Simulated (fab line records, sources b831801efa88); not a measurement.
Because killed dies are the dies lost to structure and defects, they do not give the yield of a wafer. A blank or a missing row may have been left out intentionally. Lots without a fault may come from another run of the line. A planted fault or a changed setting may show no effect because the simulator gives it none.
fab line records | flow sky130
[record] lots = 11 | wafers = 32 | last-day = 50
route steps=708 shown CAPM@541 METAL3@558 PAD_OPEN@708
lots untouched by any fault: they come from a run of this same line in which no faults occurred
start-h: the number of hours between the record's first day and the start of the first shown wafer of the lot | wait-h: how many hours have passed since the lot's step before this one | " as in the row above | L1.1+2: a row that stands for several wafers | - no value present, or no start provided | * or withheld: withheld | < > ~ a bound
route shown NAME@n: names a module that has steps shown in the file, with the first one's number in the route | usual: mean/standard deviation of fault-free wafers | same: alike in all rows | chamber/n: place in a boat | sites: readings site by site | _std_site: standard deviation across them | _edge_site: outer sites' mean less inner sites' | radius-mm: for every site, how far away it sits from the centre of the wafer | mask NAME#n: copy n | behind: tool/chamber where the wafer was last shaped | hold: what put the lot on hold/how long, in hours/how the hold closed | device: the transistor (n, p or np) that didn't switch | end of line: the same wafers' tests at the end of the route | step lacking rows: just its recipe | killed: count of dies lost to structure and defects at first sort (not the wafer's yield) | map: a wafer's dies, marking killed ones x, the rest . and places with no die _
set.NAME: the setting the step ran with; set.NAME@STEP: the setting that earlier step ran with | model.NAME: the simulator's own value behind a step, which no gauge read
the route's steps for a sample of lots (tables are steps, rows are wafers)
services: when a tool's chamber went out of use (start-h, in hours from the record's first day, below 0 if earlier), for how many hours, and the reason
[[steps]]
[step SKY_CAPM_THK_MEAS_04]
[recipe] thk-meas-gauge = xrf | reads = TiN_of_CAPM_SPUTTER_02
[usual] CAPM_TIN_THK = 198.9/2.3
lot.wafer | tool          | chamber | start-h | wait-h | CAPM_TIN_THK[nm]
L736.1    | film-metro-03 | -       | 845.00  | 0.1    | 195.9
L736.4    | "             | -       | "       | "      | 195.3
L736.5    | "             | -       | "       | "      | 194.9
L737.2    | film-metro-03 | -       | 858.17  | 0.1    | 200.0
L737.3    | "             | -       | "       | "      | 200.3
L737.5    | "             | -       | "       | "      | 199.7
L738.2    | film-metro-02 | -       | 869.57  | 0.1    | 199.7
L738.3    | "             | -       | "       | "      | 197.9
L738.4    | "             | -       | "       | "      | 197.5
L739.1    | film-metro-03 | -       | 877.43  | 0.1    | 200.3
L739.3    | "             | -       | "       | "      | 198.7
L739.5    | "             | -       | "       | "      | 198.1
L741.4    | film-metro-04 | -       | 882.81  | 0.1    | 202.9
L741.5    | "             | -       | "       | "      | 203.5
L741.6    | "             | -       | "       | "      | 202.1
L743.1    | film-metro-03 | -       | 899.37  | 0.1    | 198.2
L743.4    | "             | -       | "       | "      | 200.6
L750.1    | film-metro-02 | -       | 948.72  | 0.1    | 198.7
L750.4    | "             | -       | "       | "      | 199.1
L750.5    | "             | -       | "       | "      | 200.4
L754.1    | film-metro-04 | -       | 975.36  | 0.1    | 200.1
L754.2    | "             | -       | "       | "      | 196.5
L754.4    | "             | -       | "       | "      | 199.5
L757.1    | film-metro-03 | -       | 992.38  | 0.1    | 198.6
L757.4    | "             | -       | "       | "      | 198.5
L757.5    | "             | -       | "       | "      | 196.8
L758.2    | film-metro-03 | -       | 994.94  | 0.1    | 198.1
L758.3    | "             | -       | "       | "      | 199.3
L758.6    | "             | -       | "       | "      | 198.8
L759.1    | film-metro-02 | -       | 1005.18 | 0.1    | 197.9
L759.3    | "             | -       | "       | "      | 198.6
L759.6    | "             | -       | "       | "      | 197.8
[step SKY_CAPM_OVL_MEAS_12]
[usual] CAPM_OVL = 0.4/1.2
lot.wafer | tool       | chamber | start-h | wait-h | CAPM_OVL[nm]
L736.1    | overlay-01 | -       | 870.27  | 0.1    | -0.5
L736.4    | "          | -       | "       | "      | 0.1
L736.5    | "          | -       | "       | "      | -0.3
L737.2    | overlay-01 | -       | 882.98  | 0.1    | 0.6
L737.3    | "          | -       | "       | "      | 0.6
L737.5    | "          | -       | "       | "      | 1.5
L738.2    | overlay-02 | -       | 895.13  | 0.1    | 1.4
L738.3    | "          | -       | "       | "      | 1.5
L738.4    | "          | -       | "       | "      | 2.2
L739.1    | overlay-01 | -       | 902.48  | 0.1    | -0.5
L739.3    | "          | -       | "       | "      | 0.5
L739.5    | "          | -       | "       | "      | -1.5
L741.4    | overlay-01 | -       | 907.29  | 0.1    | -0.2
L741.5    | "          | -       | "       | "      | -0.4
L741.6    | "          | -       | "       | "      | -0.2
L743.1    | overlay-02 | -       | 924.48  | 0.1    | 0.1
L743.4    | "          | -       | "       | "      | 1.0
L750.1    | overlay-02 | -       | 972.43  | 0.1    | -0.3
L750.4    | "          | -       | "       | "      | -0.4
L750.5    | "          | -       | "       | "      | 0.1
L754.1    | overlay-02 | -       | 998.73  | 0.1    | 2.5
L754.2    | "          | -       | "       | "      | 1.1
L754.4    | "          | -       | "       | "      | 0.5
L757.1    | overlay-01 | -       | 1014.88 | 0.1    | 1.0
L757.4    | "          | -       | "       | "      | 0.0
L757.5    | "          | -       | "       | "      | 1.8
L758.2    | overlay-02 | -       | 1017.72 | 0.1    | 1.1
L758.3    | "          | -       | "       | "      | -0.2
L758.6    | "          | -       | "       | "      | 1.3
L759.1    | overlay-01 | -       | 1028.63 | 0.1    | -0.4
L759.3    | "          | -       | "       | "      | 0.1
L759.6    | "          | -       | "       | "      | -0.9
[step SKY_METAL3_COAT_08]
[recipe] resist = KrF-thick | spin-rpm = 3000 | resist-thk-nm = 1140
lot.wafer  | tool           | chamber | start-h | wait-h
L736.1+4+5 | litho-track-04 | 0       | 883     | -
L737.2+3+5 | litho-track-01 | 0       | 896     | -
L738.2+3+4 | litho-track-01 | 0       | 907     | -
L739.1+3+5 | litho-track-04 | 0       | 914     | -
L741.4+5+6 | litho-track-04 | 0       | 921     | -
L743.1+4   | litho-track-04 | 0       | 937     | -
L750.1+4+5 | litho-track-03 | 0       | 984     | -
L754.1+2+4 | litho-track-01 | 0       | 1010    | -
L757.1+4+5 | litho-track-01 | 0       | 1026    | -
L758.2+3+6 | litho-track-04 | 0       | 1029    | -
L759.1+3+6 | litho-track-01 | 0       | 1041    | -
[step SKY_METAL3_OVL_MEAS_14]
[usual] METAL3_OVL = 2/7.5
lot.wafer | tool       | chamber | start-h | wait-h | METAL3_OVL[nm]
L736.1    | overlay-02 | -       | 897.29  | 0.1    | 3
L736.4    | "          | -       | "       | "      | 3
L736.5    | "          | -       | "       | "      | -3
L737.2    | overlay-01 | -       | 908.26  | 0.1    | 7
L737.3    | "          | -       | "       | "      | 11
L737.5    | "          | -       | "       | "      | 14
L738.2    | overlay-02 | -       | 921.10  | 0.1    | 0
L738.3    | "          | -       | "       | "      | 8
L738.4    | "          | -       | "       | "      | 8
L739.1    | overlay-02 | -       | 927.76  | 0.1    | 17
L739.3    | "          | -       | "       | "      | 13
L739.5    | "          | -       | "       | "      | 11
L741.4    | overlay-01 | -       | 932.66  | 0.1    | 12
L741.5    | "          | -       | "       | "      | 9
L741.6    | "          | -       | "       | "      | 17
L743.1    | overlay-02 | -       | 949.71  | 0.1    | 7
L743.4    | "          | -       | "       | "      | 8
L750.1    | overlay-02 | -       | 996.75  | 0.1    | 7
L750.4    | "          | -       | "       | "      | 3
L750.5    | "          | -       | "       | "      | 7
L754.1    | overlay-02 | -       | 1022.76 | 0.1    | -1
L754.2    | "          | -       | "       | "      | -1
L754.4    | "          | -       | "       | "      | -6
L757.1    | overlay-02 | -       | 1038.30 | 0.1    | -2
L757.4    | "          | -       | "       | "      | -2
L757.5    | "          | -       | "       | "      | -2
L758.2    | overlay-02 | -       | 1041.15 | 0.1    | -6
L758.3    | "          | -       | "       | "      | -14
L758.6    | "          | -       | "       | "      | -3
L759.1    | overlay-02 | -       | 1052.44 | 0.1    | 3
L759.3    | "          | -       | "       | "      | 8
L759.6    | "          | -       | "       | "      | 4
[step SKY_METAL3_STRIP_19]
[recipe] chemistry = O2/N2 | power-w = 1400 | pressure-mtorr = 1500 | platen-temp-c = withheld | o2-flow-sccm = 3000 | n2-flow-sccm = 300 | overash-fraction = 0.5
[usual] drypump-motor-current-A = 5.9/0.45 | oes-product-au = 0.504/0.0052 | strip-time-to-endpoint-s = 6.56/0.054
lot.wafer | tool            | chamber | start-h | wait-h | drypump-motor-current-A | oes-product-au | rf-hours-counter-h | strip-time-to-endpoint-s
L736.1    | plasma-asher-03 | 0       | 897.83  | 0.3    | 5.4                     | 0.505          | 73                 | 6.55
L736.4    | "               | 1       | "       | "      | 6.6                     | 0.510          | -                  | 6.61
L736.5    | "               | 0       | "       | "      | 5.4                     | 0.501          | -                  | 6.61
L737.2    | plasma-asher-03 | 1       | 908.62  | 0.1    | 6.6                     | 0.501          | 74                 | 6.50
L737.3    | "               | 0       | "       | "      | 5.4                     | 0.498          | -                  | 6.55
L737.5    | "               | 0       | "       | "      | 5.4                     | 0.510          | -                  | 6.54
L738.2    | plasma-asher-03 | 1       | 921.46  | 0.1    | 6.6                     | 0.508          | 75                 | 6.60
L738.3    | "               | 0       | "       | "      | 5.4                     | 0.513          | -                  | 6.64
L738.4    | "               | 1       | "       | "      | 6.6                     | 0.502          | -                  | 6.51
L739.1    | plasma-asher-01 | 1       | 928.12  | 0.1    | 6.0                     | 0.504          | 17                 | 6.58
L739.3    | "               | 0       | "       | "      | 5.6                     | 0.508          | -                  | 6.62
L739.5    | "               | 1       | "       | "      | 6.0                     | 0.511          | -                  | 6.56
L741.4    | plasma-asher-01 | 0       | 933.04  | 0.1    | 5.6                     | 0.508          | -                  | 6.63
L741.5    | "               | 1       | "       | "      | 6.0                     | 0.505          | -                  | 6.58
L741.6    | "               | 0       | "       | "      | 5.6                     | 0.508          | -                  | 6.56
L743.1    | plasma-asher-01 | 1       | 950.11  | 0.1    | 6.0                     | 0.502          | 19                 | 6.49
L743.4    | "               | 0       | "       | "      | 5.5                     | 0.536          | -                  | 7.32
L750.1    | plasma-asher-01 | 0       | 997.11  | 0.1    | 5.6                     | 0.507          | 24                 | 6.55
L750.4    | "               | 0       | "       | "      | 5.6                     | 0.504          | -                  | 6.55
L750.5    | "               | 0       | "       | "      | 5.6                     | 0.510          | -                  | 6.61
L754.1    | plasma-asher-03 | 0       | 1023.12 | 0.1    | 5.4                     | 0.505          | 86                 | 6.55
L754.2    | "               | 1       | "       | "      | 6.6                     | 0.494          | 86                 | 6.54
L754.4    | "               | 0       | "       | "      | 5.4                     | 0.492          | -                  | 6.57
L757.1    | plasma-asher-01 | 1       | 1038.66 | 0.1    | 6.0                     | 0.507          | 28                 | 6.60
L757.4    | "               | 0       | "       | "      | 5.6                     | 0.500          | -                  | 6.56
L757.5    | "               | 1       | "       | "      | 6.0                     | 0.508          | -                  | 6.61
L758.2    | plasma-asher-03 | 1       | 1041.51 | 0.1    | 6.7                     | 0.508          | 87                 | 6.54
L758.3    | "               | 0       | "       | "      | 5.4                     | 0.503          | -                  | 6.53
L758.6    | "               | 0       | "       | "      | 5.4                     | 0.505          | -                  | 6.53
L759.1    | plasma-asher-03 | 1       | 1052.81 | 0.1    | 6.6                     | 0.509          | 89                 | 6.59
L759.3    | "               | 0       | "       | "      | 5.4                     | 0.507          | -                  | 6.65
L759.6    | "               | 1       | "       | "      | 6.6                     | 0.497          | -                  | 6.65
[step SKY_PAD_OPEN_PROBE_99]
[usual] defect-limited-yield = 82.3/2 | killed_at_M0_to_M3 = 43/7.3 | killed_at_M4_up = 3.2/1.8 | killed-at-contacts = 24/5.8 | killed-at-front-end = 16/4.5 | killed-at-other = 0.3/0.53 | killed-dies = 87/9.9 | killed-open = 48/6.8 | killed-short = 39/6.9 | sort_bin_3_pad_short = 0.8/0.42 | sort_bin_5_function = 10.4/1.6 | sort_bin_6_memory = 6.4/1.2 | sort-n-pass = 405/9.9 | sort-yield-pct = 82.3/2
[same] gross-dies = 492 | killed-at-back-side = 0 | sort_bin_4_leakage[%] = 0 | sort_bin_8_speed[%] = 0
lot.wafer | tool      | chamber | start-h | wait-h | defect-limited-yield[%] | killed_at_M0_to_M3 | killed_at_M4_up | killed-at-contacts | killed-at-front-end | killed-at-other | killed-dies | killed-open | killed-short | sort_bin_3_pad_short[%] | sort_bin_5_function[%] | sort_bin_6_memory[%] | sort-n-pass | sort-yield-pct[%]
L741.4    | prober-01 | -       | 1099.93 | 0.2    | 82.1                    | 42                 | 3               | 26                 | 17                  | 0               | 88          | 50          | 38           | 0.8                     | 11.2                   | 5.9                  | 404         | 82.1
L741.5    | prober-01 | -       | 1099.98 | 0.2    | 82.7                    | 41                 | 4               | 31                 | 7                   | 2               | 85          | 43          | 42           | 0.4                     | 9.6                    | 7.3                  | 407         | 82.7
L741.6    | prober-01 | -       | 1100.03 | 0.2    | 82.3                    | 47                 | 0               | 31                 | 9                   | 0               | 87          | 53          | 34           | 0.2                     | 11.2                   | 6.3                  | 405         | 82.3
L750.1    | prober-01 | -       | 1153.47 | 0.1    | 83.9                    | 40                 | 0               | 23                 | 16                  | 0               | 79          | 47          | 32           | 1.0                     | 10.0                   | 5.1                  | 413         | 83.9
L750.4    | prober-01 | -       | 1153.62 | 0.2    | 84.8                    | 41                 | 2               | 22                 | 10                  | 0               | 75          | 43          | 32           | 0.2                     | 8.5                    | 6.5                  | 417         | 84.8
L750.5    | prober-01 | -       | 1153.67 | 0.2    | 85.4                    | 39                 | 3               | 18                 | 12                  | 0               | 72          | 39          | 33           | 1.2                     | 9.1                    | 4.3                  | 420         | 85.4
L757.1    | prober-02 | -       | 1184.49 | 0.1    | 81.7                    | 38                 | 5               | 31                 | 16                  | 0               | 90          | 43          | 47           | 0.6                     | 12.4                   | 5.3                  | 402         | 81.7
L757.4    | prober-02 | -       | 1184.64 | 0.2    | 80.5                    | 39                 | 9               | 30                 | 17                  | 1               | 96          | 49          | 47           | 1.0                     | 12.2                   | 6.3                  | 396         | 80.5
L757.5    | prober-02 | -       | 1184.69 | 0.2    | 79.9                    | 46                 | 3               | 35                 | 15                  | 0               | 99          | 63          | 36           | 0.2                     | 12.8                   | 7.1                  | 393         | 79.9
L758.2    | prober-01 | -       | 1184.88 | 0.1    | 82.1                    | 45                 | 4               | 26                 | 13                  | 0               | 88          | 53          | 35           | 0.8                     | 11.8                   | 5.3                  | 404         | 82.1
L758.3    | prober-01 | -       | 1184.93 | 0.2    | 84.8                    | 34                 | 2               | 20                 | 18                  | 1               | 75          | 43          | 32           | 0.6                     | 7.9                    | 6.7                  | 417         | 84.8
L758.6    | prober-01 | -       | 1185.08 | 0.2    | 82.9                    | 46                 | 4               | 27                 | 6                   | 1               | 84          | 37          | 47           | 1.2                     | 10.8                   | 5.1                  | 408         | 82.9
// killed by level:class
L741.4 VIA2:geometric-particle:open=10 CONTACT:geometric-particle:open=8 VIA1:geometric-particle:open=8 LI_CONTACT:geometric-particle:open=7 POLY_GATE:geometric-particle:short=5 VIA3:geometric-particle:open=5 CONTACT:geometric-particle:short=5 METAL2:geometric-particle:short=5
L741.5 CONTACT:geometric-particle:open=13 VIA1:geometric-particle:open=12 VIA1:geometric-particle:short=8 CONTACT:geometric-particle:short=6 LI_CONTACT:geometric-particle:open=5 METAL3:geometric-particle:short=5 LI_CONTACT:geometric-particle:short=4 VIA3:geometric-particle:open=4
L741.6 VIA1:geometric-particle:open=16 LI_CONTACT:geometric-particle:open=11 CONTACT:geometric-particle:open=9 METAL1:geometric-particle:short=8 VIA2:geometric-particle:open=7 VIA1:geometric-particle:short=6 LOCAL_INTERCONNECT:geometric-particle:short=5 CONTACT:geometric-particle:short=4
L750.1 VIA1:geometric-particle:open=15 CONTACT:geometric-particle:open=8 POLY_GATE:geometric-particle:short=8 LI_CONTACT:geometric-particle:open=7 CONTACT:geometric-particle:short=5 FIELD_ISO:geometric-particle:open=4 VIA3:geometric-particle:open=4 VIA1:geometric-particle:short=4
L750.4 VIA1:geometric-particle:open=12 VIA3:geometric-particle:open=8 LI_CONTACT:geometric-particle:open=6 CONTACT:geometric-particle:open=6 LI_CONTACT:geometric-particle:short=4 METAL1:geometric-particle:short=4 VIA1:geometric-particle:short=4 FIELD_ISO:geometric-particle:short=3
L750.5 VIA3:geometric-particle:open=9 CONTACT:geometric-particle:open=7 METAL1:geometric-particle:short=6 VIA1:geometric-particle:open=5 VIA2:geometric-particle:open=5 VIA1:geometric-particle:short=4 METAL2:geometric-particle:short=4 FIELD_ISO:geometric-particle:short=3
L757.1 CONTACT:geometric-particle:short=9 LI_CONTACT:geometric-particle:open=8 VIA1:geometric-particle:open=8 FIELD_ISO:geometric-particle:open=7 FIELD_ISO:geometric-particle:short=7 VIA2:geometric-particle:open=7 METAL4:geometric-particle:short=5 METAL1:geometric-particle:short=5
L757.4 CONTACT:geometric-particle:open=12 VIA1:geometric-particle:open=10 FIELD_ISO:geometric-particle:short=7 LI_CONTACT:geometric-particle:open=7 METAL4:geometric-particle:short=7 FIELD_ISO:geometric-particle:open=6 LOCAL_INTERCONNECT:geometric-particle:short=6 VIA2:geometric-particle:open=5
L757.5 CONTACT:geometric-particle:open=16 VIA2:geometric-particle:open=13 VIA3:geometric-particle:open=9 POLY_GATE:geometric-particle:open=6 LI_CONTACT:geometric-particle:open=6 LOCAL_INTERCONNECT:geometric-particle:short=6 VIA1:geometric-particle:open=5 FIELD_ISO:geometric-particle:open=4
L758.2 VIA3:geometric-particle:open=13 VIA1:geometric-particle:open=12 CONTACT:geometric-particle:open=9 LI_CONTACT:geometric-particle:open=6 CONTACT:geometric-particle:short=6 FIELD_ISO:geometric-particle:short=5 METAL1:geometric-particle:short=5 POLY_GATE:geometric-particle:open=5
L758.3 VIA1:geometric-particle:open=8 CONTACT:geometric-particle:open=7 FIELD_ISO:geometric-particle:open=6 LI_CONTACT:geometric-particle:open=6 METAL2:geometric-particle:short=5 VIA3:geometric-particle:open=4 POLY_GATE:geometric-particle:short=4 VIA1:geometric-particle:short=4
L758.6 VIA1:geometric-particle:short=10 VIA1:geometric-particle:open=9 CONTACT:geometric-particle:open=8 CONTACT:geometric-particle:short=7 LI_CONTACT:geometric-particle:open=6 METAL2:geometric-particle:short=6 VIA2:geometric-particle:short=6 METAL1:geometric-particle:short=5
[[services]]
tool            | chamber | start-h | hours | kind
plasma-asher-03 | -       | 880.53  | 1.2   | repair
[[key]]
[first-sign] step = SKY_METAL3_STRIP_19 | reading = strip-time-to-endpoint-s | direction = up | sigmas = 14 | usual = * | struck = *
[effect] step = SKY_METAL3_STRIP_19 | reading = oes-product-au | direction = up | sigmas = 6.3 | usual = 0.504 | struck = 0.536
met-at SKY_METAL3_COAT_08
struck-lots L743
struck-wafers L743.4
not-acting-at SKY_CAPM_THK_MEAS_04,SKY_CAPM_OVL_MEAS_12,SKY_METAL3_OVL_MEAS_14
onset-between 921 937
[fault] kind = process-parameter-drift | tool = litho-track-04 | chamber = - | onset-h = 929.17 | steps = SKY_METAL3_COAT_08 | channel = resist-thk-nm | offset = 75.95 | shape = step | end-h = 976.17 | scope = struck-wafers-only | acts-in = these-recipes-only | stated = 1140
